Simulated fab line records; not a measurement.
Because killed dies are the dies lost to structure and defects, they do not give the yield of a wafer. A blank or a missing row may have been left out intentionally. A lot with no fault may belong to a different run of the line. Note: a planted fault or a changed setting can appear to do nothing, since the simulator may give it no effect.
A struck lot beside a sound one | flow sky130 | 14 steps out of a route of 708
Sound: the wafers L658.2, L658.5, L658.6. Wafers struck: L654.2, L654.4, L654.6. At the end, the cause is stated.
Each step with rows lists, per side, the tool, then ch with its chambers, then its first start. Under that, the readings that differ: sound wafers | struck wafers | difference of the means | sigmas: that difference in standard deviations of wafers without a fault.
alike: words and numbers the same on both sides, and readings whose means are apart by under 2 such deviations; not compared: readings that were withheld, readings missing a value for some wafer, numbers with overlapping values and no deviation given by the record, and bounds like >300 which may hide the same value.
Wherever a step has rows on one side only, a row that says differs or no value, or a row with sigmas, the two part there. Numbers that have no deviation but don't overlap get no sigmas and don't part them. A reading missing from all wafers of one side parts the sides only when that side holds two or more wafers.

first, 2 steps without rows for these wafers: SKY_LDD_HVN_PEB_05; SKY_LDD_HVN_DEVELOP_06 (develop time 60 s).
SKY_LDD_HVN_OVL_MEAS_07:
  sound on overlay-02, day 24 05:36; struck on overlay-01, day 22 20:44
  alike: LDD_HVN_OVL
after that, 1 step had no rows for these wafers: SKY_LDD_HVN_IMPLANT_08.
SKY_LDD_HVN_STRIP_09: strips in O2/N2.
  sound on plasma_asher-04 ch 0,1, day 24 05:47; struck on plasma_asher-03 ch 1, day 22 20:55
  alike: drypump_motor_current_A, oes_product_au, strip_time_to_endpoint_s
  not compared: rf_hours_counter_h
SKY_LDD_HVN_TW_MEAS_10:
  sound on film_metro-03, day 24 05:53; struck on film_metro-04, day 22 21:02
  alike: LDD_HVN_TW
then, 6 steps without rows for these wafers: SKY_LDD_HVP_DEHYDRATE_00 (time 60 s); SKY_LDD_HVP_HMDS_01 (prime time 60 s); SKY_LDD_HVP_COAT_02 (resist thk 300 nm); SKY_LDD_HVP_SOFTBAKE_03 (time 60 s); SKY_LDD_HVP_EXPOSE_04 (exposes mask HVPTM, target cd 700 nm); SKY_LDD_HVP_PEB_05.
SKY_LDD_HVP_DEVELOP_06: develop time 60 s.
  struck on litho_track-01, day 24 02:49; sound on litho_track-01 ch 0, day 25 11:46
  no value came back on the struck wafers for chill_plate_temp_C (C), develop_time_s (s); on the sound wafers chill_plate_temp_C (C) reads 22.87 23.01 23.04
SKY_LDD_HVP_OVL_MEAS_07:
  sound on overlay-02, day 25 11:54; struck on overlay-02, day 24 02:57
  reading          | sound         | struck | difference                    | sigmas
  LDD_HVP_OVL (nm) | -0.2 -0.7 1.3 | - - -  | no value on the struck wafers |

WHERE THEY PART
At SKY_LDD_HVP_DEVELOP_06 first; at SKY_LDD_HVP_OVL_MEAS_07 last (within this record only).

WHY: what the simulator had put in
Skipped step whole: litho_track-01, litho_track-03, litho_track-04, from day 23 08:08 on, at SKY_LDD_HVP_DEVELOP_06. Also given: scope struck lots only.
